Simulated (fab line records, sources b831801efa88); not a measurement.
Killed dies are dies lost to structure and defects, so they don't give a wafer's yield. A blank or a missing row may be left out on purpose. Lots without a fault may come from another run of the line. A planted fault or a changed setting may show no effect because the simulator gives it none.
A struck lot beside a sound one | flow sky130 | 20 steps out of a route of 708
Sound: wafers L718.3, L718.4, L718.5. Struck: wafers L716.1, L716.2, L716.5. The cause comes at the end.
At each step with rows: each side's tool, then ch and its chambers, then its first start. Under that, the readings that differ: sound wafers | struck wafers | difference of the means | sigmas: that difference in standard deviations of wafers without a fault.
alike: readings whose means differ by less than 2 such deviations, and words and numbers that are the same on both sides. not compared: withheld readings, readings that some wafer has no value for, bounds like >300 that may hide the same value, and numbers for which the record gives no deviation and whose values overlap.
The two part at a step that has a row with sigmas, a row that says differs or no value, or rows on one side only. Numbers that don't overlap but have no deviation are shown without sigmas and don't part them. A reading that every wafer of one side lacks parts them only if that side has two wafers or more.

SKY_LDD_HVP_OVL_MEAS_07:
  sound on overlay-02, day 26 10:50; struck on overlay-02, day 26 07:40
  alike: LDD_HVP_OVL
then, 1 step without rows for these wafers: SKY_LDD_HVP_IMPLANT_08.
SKY_LDD_HVP_STRIP_09: strips in O2/N2.
  sound on plasma_asher-04 ch 0,1, day 26 11:02; struck on plasma_asher-02 ch 0,1, day 26 07:50
  alike: drypump_motor_current_A, oes_product_au, strip_time_to_endpoint_s
  not compared: rf_hours_counter_h
SKY_LDD_HVP_TW_MEAS_10:
  sound on film_metro-02, day 26 11:07; struck on film_metro-02, day 26 07:56
  alike: LDD_HVP_TW
then, 7 steps without rows for these wafers: SKY_LDD_LDN_DEHYDRATE_00 (time 60 s); SKY_LDD_LDN_HMDS_01 (prime time 60 s); SKY_LDD_LDN_COAT_02 (resist thk 1140 nm); SKY_LDD_LDN_SOFTBAKE_03 (time 60 s); SKY_LDD_LDN_EXPOSE_04 (exposes mask LDNTM, target cd 700 nm); SKY_LDD_LDN_PEB_05; SKY_LDD_LDN_DEVELOP_06 (develop time 60 s).
SKY_LDD_LDN_OVL_MEAS_07:
  sound on overlay-01, day 27 15:39; struck on overlay-02, day 27 13:33
  alike: LDD_LDN_OVL
SKY_LDD_LDN_IMPLANT_08:
  sound on implanter-03 ch 0, day 27 15:43; struck on implanter-01 ch 0, day 27 13:35
  reading                   | sound                | struck               | difference | sigmas
  beam_energy_keV           | 14.997 14.998 14.995 | 19.641 19.644 19.643 | +4.646     | +99 or more
  model.implant.rp_nm (nm)  | 12.79 12.79 12.79    | 15.44 15.44 15.44    | +2.65      |
  model.implant.drp_nm (nm) | 5.933 5.933 5.933    | 7.123 7.123 7.123    | +1.190     |
then, 3 steps without rows for these wafers: SKY_LDD_LDN_IMPLANT_09; SKY_LDD_LDN_IMPLANT_10; SKY_LDD_LDN_IMPLANT_11.
SKY_LDD_LDN_STRIP_12: strips in O2/N2.
  sound on plasma_asher-02 ch 0,1, day 27 16:18; struck on plasma_asher-03 ch 0,1, day 27 14:11
  alike: drypump_motor_current_A, oes_product_au, strip_time_to_endpoint_s
  not compared: rf_hours_counter_h
SKY_LDD_LDN_TW_MEAS_13:
  sound on film_metro-04, day 27 16:23; struck on film_metro-02, day 27 14:17
  reading    | sound          | struck         | difference | sigmas
  LDD_LDN_TW | 1491 1489 1492 | 1503 1507 1509 | +16        | +3
then, 1 step without rows for these wafers: SKY_LDD_LDN_CLEAN_14 (cleans in SC1/SC2, time 150 s).
-- the record jumps here: 21 days lie between the struck wafers' starts before and after (it left off in module LDD_LDN and takes up again in module PAD_OPEN, whose first step shown is number 708 of the route) --
SKY_PAD_OPEN_PROBE_99:
  sound on prober-01, day 49 01:21; struck on prober-01, day 48 18:08
  reading                         | sound          | struck         | difference | sigmas
  model.etest.tip_sonos.rs_ohm_sq | 2692 2674 2694 | 2470 2451 2458 | -227       |
  alike: killed_at_M0_to_M3, killed_at_M4_up, killed_at_contacts, killed_at_front_end, killed_at_other, killed_dies, killed_open, killed_short

WHERE THEY PART
First at SKY_LDD_LDN_IMPLANT_08; last, within this record, at SKY_LDD_LDN_TW_MEAS_13. Later steps at which nothing parts them and some readings are alike: SKY_PAD_OPEN_PROBE_99.

WHY: what the simulator had put in
Process parameter drift: implanter-01, from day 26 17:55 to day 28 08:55, at SKY_LDD_LDN_IMPLANT_08. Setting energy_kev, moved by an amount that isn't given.
